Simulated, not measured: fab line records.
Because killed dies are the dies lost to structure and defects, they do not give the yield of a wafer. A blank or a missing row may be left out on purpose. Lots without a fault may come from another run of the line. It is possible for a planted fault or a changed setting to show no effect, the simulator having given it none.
fab line records    flow gf180mcu
[record] lots = 24  wafers = 72  lastDay = 34
route steps=602 shown V1@360 M4@470 V4@477 V5@542 PASSIVATION@601
lots untouched by any fault: they come from a run of this same line in which no faults occurred
startH: the number of hours between the record's first day and the start of the first shown wafer of the lot    waitH: time in hours since the lot's previous step    " unchanged from the row above    L1.1+2: a row that stands for several wafers    - value missing, or start not given    * or withheld: withheld    < > ~ a bound
route shown NAME@n: a module of which the file shows steps, and the number in the route of the first    usual: average and standard deviation across the fault-free wafers    same: alike in all rows    chamber/n: place in a boat    sites: each site's reading    _std_site: their standard deviation    _edge_site: outer sites' mean less inner sites'    radiusMm: for every site, how far away it sits from the centre of the wafer    mask NAME#n: copy n    behind: the most recent tool/chamber to have shaped the wafer    hold: why the lot went on hold/how many hours it stayed there/how the hold came to an end    device: whichever transistor did not switch (one of n, p or np)    end of line: the route-end tests of the same wafers    a step given without rows: its recipe and nothing more    killed: dies lost to structure and defects at the first sort, not the wafer's yield    map: a wafer's dies, x killed, . not, _ none there
set.NAME: the setting as run; set.NAME@STEP: as run at that earlier step    model.NAME: the simulator's own value behind a step, which no gauge read
the route's steps for a sample of lots (tables are steps, rows are wafers)
services: when a tool's chamber went out of use (startH, in hours from the record's first day, below 0 if earlier), for how many hours, and the reason
[[steps]]
[step GF_V1_THK_MEAS_25]
[recipe] thkMeasGauge = xrf  reads = W_of_V1_CVD_23
[usual] V1_W_THK = 351/5.2
lot.wafer  tool          chamber  startH  waitH  V1_W_THK[nm]
L074.1     filmMetro-03  -        413.24  0.1    356
L074.2     "             -        "       "      359
L074.5     "             -        "       "      361
L075.1     filmMetro-02  -        419.16  0.1    364
L075.4     "             -        "       "      363
L075.6     "             -        "       "      364
L076.1     filmMetro-01  -        427.36  0.1    341
L076.3     "             -        "       "      341
L076.5     "             -        "       "      343
L077.1     filmMetro-03  -        439.14  0.1    348
L077.2     "             -        "       "      347
L077.4     "             -        "       "      344
L078.2     filmMetro-01  -        448.44  0.1    352
L078.3     "             -        "       "      350
L078.6     "             -        "       "      352
L079.2     filmMetro-01  -        458.27  0.1    346
L079.4     "             -        "       "      348
L079.6     "             -        "       "      342
L080.1     filmMetro-03  -        473.25  0.1    353
L080.3     "             -        "       "      352
L080.5     "             -        "       "      352
L081.1     filmMetro-03  -        475.90  0.1    353
L081.2     "             -        "       "      354
L081.5     "             -        "       "      358
L082.1     filmMetro-03  -        489.34  0.1    354
L082.5     "             -        "       "      354
L082.6     "             -        "       "      353
L083.2     filmMetro-03  -        499.24  0.1    352
L083.3     "             -        "       "      354
L083.6     "             -        "       "      356
L084.2     filmMetro-03  -        505.24  0.1    355
L084.4     "             -        "       "      354
L084.6     "             -        "       "      356
L085.4     filmMetro-02  -        514.25  0.1    358
L085.5     "             -        "       "      345
L085.6     "             -        "       "      351
L086.2     filmMetro-03  -        522.26  0.1    359
L086.4     "             -        "       "      357
L086.5     "             -        "       "      358
L087.1     filmMetro-02  -        525.73  0.1    357
L087.4     "             -        "       "      354
L087.6     "             -        "       "      355
L088.2     filmMetro-03  -        539.74  0.1    345
L088.4     "             -        "       "      342
L088.6     "             -        "       "      347
L089.1     filmMetro-02  -        545.03  0.1    351
L089.3     "             -        "       "      349
L089.4     "             -        "       "      343
L090.1     filmMetro-03  -        556.78  0.1    352
L090.3     "             -        "       "      345
L090.6     "             -        "       "      352
L091.1     filmMetro-02  -        559.89  0.1    351
L091.2     "             -        "       "      345
L091.3     "             -        "       "      345
L092.2     filmMetro-02  -        574.47  0.1    347
L092.3     "             -        "       "      348
L092.6     "             -        "       "      354
L093.3     filmMetro-01  -        577.05  0.1    345
L093.5     "             -        "       "      349
L093.6     "             -        "       "      348
L094.4     filmMetro-01  -        586.26  0.1    353
L094.5     "             -        "       "      350
L094.6     "             -        "       "      349
L095.1     filmMetro-03  -        592.03  0.1    350
L095.3     "             -        "       "      351
L095.4     "             -        "       "      351
L096.1     filmMetro-03  -        601.89  0.1    347
L096.3     "             -        "       "      356
L096.6     "             -        "       "      356
L097.2     filmMetro-03  -        608.85  0.1    348
L097.3     "             -        "       "      344
L097.6     "             -        "       "      347
[step GF_M4_CD_MEAS_14]
[recipe] targetCdNm = 280
[usual] cdNm = 280.4/1.2
lot.wafer  tool      chamber  startH  waitH  cdNm
L074.1     cdSem-02  -        540.06  0.1    281.1
L074.2     "         -        "       "      279.5
L074.5     "         -        "       "      281.3
L075.1     cdSem-01  -        549.33  0.1    280.9
L075.4     "         -        "       "      281.5
L075.6     "         -        "       "      281.1
L076.1     cdSem-01  -        552.31  0.1    279.5
L076.3     "         -        "       "      279.7
L076.5     "         -        "       "      279.6
L077.1     cdSem-01  -        564.23  0.1    279.9
L077.2     "         -        "       "      279.5
L077.4     "         -        "       "      279.7
L078.2     cdSem-01  -        571.80  0.1    278.4
L078.3     "         -        "       "      278.7
L078.6     "         -        "       "      279.0
L079.2     cdSem-01  -        579.98  0.1    280.1
L079.4     "         -        "       "      280.8
L079.6     "         -        "       "      280.5
L080.1     cdSem-02  -        593.38  0.1    280.5
L080.3     "         -        "       "      280.6
L080.5     "         -        "       "      281.1
L081.1     cdSem-02  -        598.66  0.1    280.5
L081.2     "         -        "       "      281.0
L081.5     "         -        "       "      279.2
L082.1     cdSem-02  -        606.63  0.1    281.2
L082.5     "         -        "       "      279.3
L082.6     "         -        "       "      280.2
L083.2     cdSem-01  -        618.80  0.1    280.1
L083.3     "         -        "       "      280.3
L083.6     "         -        "       "      281.2
L084.2     cdSem-01  -        622.77  0.2    279.9
L084.4     "         -        "       "      280.1
L084.6     "         -        "       "      280.9
L085.4     cdSem-02  -        628.02  0.1    280.3
L085.5     "         -        "       "      280.3
L085.6     "         -        "       "      281.8
L086.2     cdSem-02  -        637.35  0.1    282.5
L086.4     "         -        "       "      282.8
L086.5     "         -        "       "      283.2
L087.1     cdSem-01  -        640.63  0.1    278.9
L087.4     "         -        "       "      279.3
L087.6     "         -        "       "      278.5
L088.2     cdSem-02  -        650.20  0.1    277.9
L088.4     "         -        "       "      277.3
L088.6     "         -        "       "      279.3
L089.1     cdSem-02  -        656.16  0.1    279.6
L089.3     "         -        "       "      279.6
L089.4     "         -        "       "      279.1
L090.1     cdSem-02  -        667.91  0.1    279.8
L090.3     "         -        "       "      279.6
L090.6     "         -        "       "      280.7
L091.1     cdSem-01  -        669.53  0.1    282.3
L091.2     "         -        "       "      282.3
L091.3     "         -        "       "      282.6
L092.2     cdSem-02  -        687.05  0.1    280.7
L092.3     "         -        "       "      279.8
L092.6     "         -        "       "      280.2
L093.3     cdSem-02  -        687.50  0.1    281.6
L093.5     "         -        "       "      281.1
L093.6     "         -        "       "      281.3
L094.4     cdSem-01  -        691.89  0.1    280.0
L094.5     "         -        "       "      280.7
L094.6     "         -        "       "      280.2
L095.1     cdSem-01  -        698.22  0.1    281.2
L095.3     "         -        "       "      281.0
L095.4     "         -        "       "      281.8
L096.1     cdSem-02  -        706.68  0.1    282.7
L096.3     "         -        "       "      282.7
L096.6     "         -        "       "      281.3
L097.2     cdSem-02  -        712.73  0.1    281.8
L097.3     "         -        "       "      278.7
L097.6     "         -        "       "      279.9
[step GF_V4_THK_MEAS_01]
[recipe] reads = SiO2_of_V4_CVD_00
[usual] V4_CVD_00_THK = 602/5.8
lot.wafer  tool          chamber  startH  waitH  V4_CVD_00_THK[nm]
L074.1     filmMetro-01  -        540.94  0.0    609
L074.2     "             -        "       "      599
L074.5     "             -        "       "      597
L075.1     filmMetro-03  -        550.32  0.0    605
L075.4     "             -        "       "      604
L075.6     "             -        "       "      608
L076.1     filmMetro-01  -        553.19  0.0    607
L076.3     "             -        "       "      607
L076.5     "             -        "       "      612
L077.1     filmMetro-03  -        565.11  0.0    602
L077.2     "             -        "       "      609
L077.4     "             -        "       "      610
L078.2     filmMetro-04  -        572.67  0.0    605
L078.3     "             -        "       "      608
L078.6     "             -        "       "      603
L079.2     filmMetro-03  -        581.19  0.0    605
L079.4     "             -        "       "      608
L079.6     "             -        "       "      605
L080.1     filmMetro-03  -        594.37  0.0    598
L080.3     "             -        "       "      593
L080.5     "             -        "       "      600
L081.1     filmMetro-01  -        599.53  0.0    607
L081.2     "             -        "       "      612
L081.5     "             -        "       "      603
L082.1     filmMetro-01  -        607.51  0.0    601
L082.5     "             -        "       "      595
L082.6     "             -        "       "      598
L083.2     filmMetro-01  -        619.67  0.0    599
L083.3     "             -        "       "      588
L083.6     "             -        "       "      599
L084.2     filmMetro-01  -        623.63  0.0    610
L084.4     "             -        "       "      605
L084.6     "             -        "       "      606
L085.4     filmMetro-04  -        628.90  0.0    606
L085.5     "             -        "       "      598
L085.6     "             -        "       "      598
L086.2     filmMetro-03  -        638.21  0.0    604
L086.4     "             -        "       "      597
L086.5     "             -        "       "      597
L087.1     filmMetro-01  -        641.50  0.0    595
L087.4     "             -        "       "      604
L087.6     "             -        "       "      596
L088.2     filmMetro-04  -        651.06  0.0    613
L088.4     "             -        "       "      600
L088.6     "             -        "       "      603
L089.1     filmMetro-03  -        657.03  0.0    611
L089.3     "             -        "       "      598
L089.4     "             -        "       "      601
L090.1     filmMetro-04  -        668.82  0.0    606
L090.3     "             -        "       "      593
L090.6     "             -        "       "      592
L091.1     filmMetro-01  -        670.44  0.0    602
L091.2     "             -        "       "      595
L091.3     "             -        "       "      601
L092.2     filmMetro-03  -        687.92  0.0    608
L092.3     "             -        "       "      597
L092.6     "             -        "       "      600
L093.3     filmMetro-01  -        688.35  0.1    602
L093.5     "             -        "       "      596
L093.6     "             -        "       "      609
L094.4     filmMetro-03  -        692.79  0.1    603
L094.5     "             -        "       "      605
L094.6     "             -        "       "      610
L095.1     filmMetro-01  -        699.20  0.1    592
L095.3     "             -        "       "      592
L095.4     "             -        "       "      605
L096.1     filmMetro-01  -        707.56  0.0    602
L096.3     "             -        "       "      597
L096.6     "             -        "       "      594
L097.2     filmMetro-01  -        713.60  0.0    601
L097.3     "             -        "       "      594
L097.6     "             -        "       "      601
[step GF_V4_RS_MEAS_24]
[recipe] thkMeasGauge = four-point-probe  reads = W_of_V4_CVD_23+TiN_of_V4_SPUTTER_22+Ti_of_V4_SPUTTER_21
[usual] V4_W_RS = 0.328/0.0037
lot.wafer  tool          chamber  startH  waitH  V4_W_RS[ohm/sq]
L074.1     filmMetro-01  -        565.24  0.1    0.325
L074.2     "             -        "       "      0.329
L074.5     "             -        "       "      0.330
L075.1     filmMetro-03  -        574.46  0.1    0.333
L075.4     "             -        "       "      0.336
L075.6     "             -        "       "      0.336
L076.1     filmMetro-03  -        576.65  0.1    0.323
L076.3     "             -        "       "      0.322
L076.5     "             -        "       "      0.323
L077.1     filmMetro-04  -        587.10  0.1    0.328
L077.2     "             -        "       "      0.329
L077.4     "             -        "       "      0.332
L078.2     filmMetro-01  -        597.41  0.1    0.325
L078.3     "             -        "       "      0.322
L078.6     "             -        "       "      0.324
L079.2     filmMetro-03  -        603.91  0.1    0.329
L079.4     "             -        "       "      0.327
L079.6     "             -        "       "      0.324
L080.1     filmMetro-04  -        617.07  0.1    0.329
L080.3     "             -        "       "      0.327
L080.5     "             -        "       "      0.328
L081.1     filmMetro-04  -        621.72  0.1    0.326
L081.2     "             -        "       "      0.326
L081.5     "             -        "       "      0.323
L082.1     filmMetro-03  -        629.64  0.1    0.332
L082.5     "             -        "       "      0.323
L082.6     "             -        "       "      0.330
L083.2     filmMetro-03  -        641.33  0.1    0.323
L083.3     "             -        "       "      0.323
L083.6     "             -        "       "      0.322
L084.2     filmMetro-01  -        645.58  0.1    0.328
L084.4     "             -        "       "      0.328
L084.6     "             -        "       "      0.329
L085.4     filmMetro-01  -        650.30  0.1    0.328
L085.5     "             -        "       "      0.327
L085.6     "             -        "       "      0.325
L086.2     filmMetro-01  -        660.28  0.1    0.330
L086.4     "             -        "       "      0.329
L086.5     "             -        "       "      0.332
L087.1     filmMetro-03  -        662.19  0.1    0.333
L087.4     "             -        "       "      0.325
L087.6     "             -        "       "      0.326
L088.2     filmMetro-03  -        671.89  0.1    0.328
L088.4     "             -        "       "      0.332
L088.6     "             -        "       "      0.328
L089.1     filmMetro-01  -        678.09  0.1    0.322
L089.3     "             -        "       "      0.324
L089.4     "             -        "       "      0.323
L090.1     filmMetro-04  -        689.01  0.1    0.330
L090.3     "             -        "       "      0.331
L090.6     "             -        "       "      0.331
L091.1     filmMetro-01  -        691.60  0.1    0.329
L091.2     "             -        "       "      0.328
L091.3     "             -        "       "      0.331
L092.2     filmMetro-03  -        708.85  0.1    0.332
L092.3     "             -        "       "      0.325
L092.6     "             -        "       "      0.329
L093.3     filmMetro-04  -        709.06  0.2    0.330
L093.5     "             -        "       "      0.334
L093.6     "             -        "       "      0.326
L094.4     filmMetro-04  -        713.60  0.1    0.327
L094.5     "             -        "       "      0.328
L094.6     "             -        "       "      0.330
L095.1     filmMetro-01  -        718.84  0.1    0.327
L095.3     "             -        "       "      0.325
L095.4     "             -        "       "      0.325
L096.1     filmMetro-01  -        726.88  0.1    0.330
L096.3     "             -        "       "      0.325
L096.6     "             -        "       "      0.325
L097.2     filmMetro-04  -        732.76  0.1    0.332
L097.3     "             -        "       "      0.331
L097.6     "             -        "       "      0.331
[step GF_V5_CVD_02]
[recipe] material = SiO2  targetThkNm = 1450  precursor = TEOS  tempC = 400  timeS = 163.28  rfW = 600
[usual] heaterPowerW = 665/100
lot.wafer  tool      chamber  startH  waitH  heaterPowerW
L074.1     pecvd-01  1        608.99  0.1    796
L074.2     "         0        "       "      733
L074.5     "         1        "       "      651
L075.1     pecvd-03  1        621.17  0.1    493
L075.4     "         1        "       "      408
L075.6     "         1        "       "      483
L076.1     pecvd-01  2        621.82  0.1    629
L076.3     "         1        "       "      659
L076.5     "         1        "       "      775
L077.1     pecvd-02  2        630.61  0.1    699
L077.2     "         1        "       "      768
L077.4     "         0        "       "      595
L078.2     pecvd-01  0        640.11  0.0    749
L078.3     "         1        "       "      791
L078.6     "         0        "       "      604
L079.2     pecvd-01  1        647.18  0.0    686
L079.4     "         2        "       "      693
L079.6     "         1        "       "      777
L080.1     pecvd-01  2        659.82  0.1    710
L080.3     "         0        "       "      732
L080.5     "         0        "       "      622
L081.1     pecvd-02  1        664.22  0.1    822
L081.2     "         0        "       "      595
L081.5     "         0        "       "      467
L082.1     pecvd-03  2        670.11  0.1    747
L082.5     "         1        "       "      406
L082.6     "         2        "       "      653
L083.2     pecvd-03  0        681.86  0.0    785
L083.3     "         2        "       "      804
L083.6     "         2        "       "      642
L084.2     pecvd-03  2        686.40  0.0    755
L084.4     "         1        "       "      511
L084.6     "         0        "       "      750
L085.4     pecvd-03  1        690.82  0.1    509
L085.5     "         2        "       "      636
L085.6     "         0        "       "      744
L086.2     pecvd-03  0        700.69  0.0    752
L086.4     "         1        "       "      414
L086.5     "         2        "       "      792
L087.1     pecvd-02  1        702.66  0.1    780
L087.4     "         1        "       "      821
L087.6     "         2        "       "      766
L088.2     pecvd-02  1        711.54  0.0    701
L088.4     "         0        "       "      472
L088.6     "         2        "       "      585
L089.1     pecvd-03  2        717.04  0.1    758
L089.3     "         1        "       "      524
L089.4     "         0        "       "      639
L090.1     pecvd-03  0        727.16  0.1    788
L090.3     "         2        "       "      719
L090.6     "         1        "       "      528
L091.1     pecvd-01  1        730.24  0.1    675
L091.2     "         2        "       "      714
L091.3     "         0        "       "      724
L092.2     pecvd-01  1        745.73  0.0    757
L092.3     "         2        "       "      690
L092.6     "         1        "       "      641
L093.3     pecvd-02  1        746.37  0.0    818
L093.5     "         0        "       "      592
L093.6     "         1        "       "      683
L094.4     pecvd-01  0        750.55  0.1    763
L094.5     "         1        "       "      764
L094.6     "         2        "       "      734
L095.1     pecvd-01  1        755.65  0.1    808
L095.3     "         0        "       "      751
L095.4     "         1        "       "      635
L096.1     pecvd-01  0        762.60  0.1    699
L096.3     "         1        "       "      804
L096.6     "         0        "       "      785
L097.2     pecvd-01  1        767.96  0.0    794
L097.3     "         2        "       "      714
L097.6     "         1        "       "      636
[step GF_PASSIVATION_BOW_MEAS_14]
[recipe] mode = bow
[usual] PASSIVATION_BOW = 136/11
lot.wafer  tool          chamber  startH  waitH  PASSIVATION_BOW[um]
L074.1     filmMetro-04  -        673.99  0.0    136
L074.2     "             -        "       "      137
L074.5     "             -        "       "      134
L075.1     filmMetro-03  -        685.47  0.0    125
L075.4     "             -        "       "      133
L075.6     "             -        "       "      126
L076.1     filmMetro-04  -        686.27  0.0    147
L076.3     "             -        "       "      137
L076.5     "             -        "       "      133
L077.1     filmMetro-04  -        693.66  0.0    125
L077.2     "             -        "       "      117
L077.4     "             -        "       "      127
L078.2     filmMetro-04  -        702.78  0.0    132
L078.3     "             -        "       "      127
L078.6     "             -        "       "      141
L079.2     filmMetro-01  -        708.95  0.1    171
L079.4     "             -        "       "      166
L079.6     "             -        "       "      167
L080.1     filmMetro-01  -        720.95  0.0    153
L080.3     "             -        "       "      155
L080.5     "             -        "       "      161
L081.1     filmMetro-04  -        725.39  0.0    124
L081.2     "             -        "       "      132
L081.5     "             -        "       "      144
L082.1     filmMetro-04  -        730.41  0.0    141
L082.5     "             -        "       "      131
L082.6     "             -        "       "      138
L083.2     filmMetro-04  -        741.16  0.0    147
L083.3     "             -        "       "      133
L083.6     "             -        "       "      140
L084.2     filmMetro-03  -        744.42  0.0    156
L084.4     "             -        "       "      134
L084.6     "             -        "       "      141
L085.4     filmMetro-01  -        749.27  0.1    123
L085.5     "             -        "       "      132
L085.6     "             -        "       "      131
L086.2     filmMetro-03  -        757.58  0.0    130
L086.4     "             -        "       "      132
L086.5     "             -        "       "      121
L087.1     filmMetro-01  -        759.19  0.0    150
L087.4     "             -        "       "      155
L087.6     "             -        "       "      135
L088.2     filmMetro-04  -        767.53  0.0    136
L088.4     "             -        "       "      144
L088.6     "             -        "       "      140
L089.1     filmMetro-03  -        773.04  0.0    112
L089.3     "             -        "       "      110
L089.4     "             -        "       "      110
L090.1     filmMetro-03  -        781.86  0.0    157
L090.3     "             -        "       "      135
L090.6     "             -        "       "      144
L091.1     filmMetro-03  -        784.60  0.0    121
L091.2     "             -        "       "      129
L091.3     "             -        "       "      136
L092.2     filmMetro-01  -        798.56  0.0    136
L092.3     "             -        "       "      144
L092.6     "             -        "       "      134
L093.3     filmMetro-03  -        799.00  0.0    127
L093.5     "             -        "       "      129
L093.6     "             -        "       "      116
L094.4     filmMetro-04  -        802.82  0.1    131
L094.5     "             -        "       "      138
L094.6     "             -        "       "      135
L095.1     filmMetro-01  -        807.76  0.0    134
L095.3     "             -        "       "      125
L095.4     "             -        "       "      139
L096.1     filmMetro-03  -        813.00  0.0    140
L096.3     "             -        "       "      130
L096.6     "             -        "       "      128
L097.2     filmMetro-01  -        818.38  0.0    116
L097.3     "             -        "       "      121
L097.6     "             -        "       "      134
[[services]]
tool      chamber  startH  hours  kind
pecvd-02  -        587.27  14.6   pm
pecvd-03  -        590.38  28.1   pm
pecvd-01  -        591.12  14.0   pm
pecvd-01  0        591.12  14.0   ventCycle
pecvd-01  1        591.12  14.0   ventCycle
pecvd-01  2        591.12  14.0   ventCycle
pecvd-01  0        605.12  -      clean
pecvd-01  1        605.12  -      clean
pecvd-01  2        605.12  -      clean
pecvd-01  -        614.34  0.7    repair
pecvd-03  0        619.90  12.5   repair
pecvd-03  1        627.70  6.3    repair
pecvd-02  -        642.92  2.7    repair
pecvd-03  2        643.83  8.0    repair
pecvd-03  -        673.10  2.0    repair
pecvd-03  -        678.91  2.8    pm
pecvd-03  2        693.60  6.6    repair
pecvd-02  -        715.52  2.1    repair
pecvd-01  -        739.85  1.7    repair
pecvd-02  1        754.72  6.7    repair
[[key]]
fault none
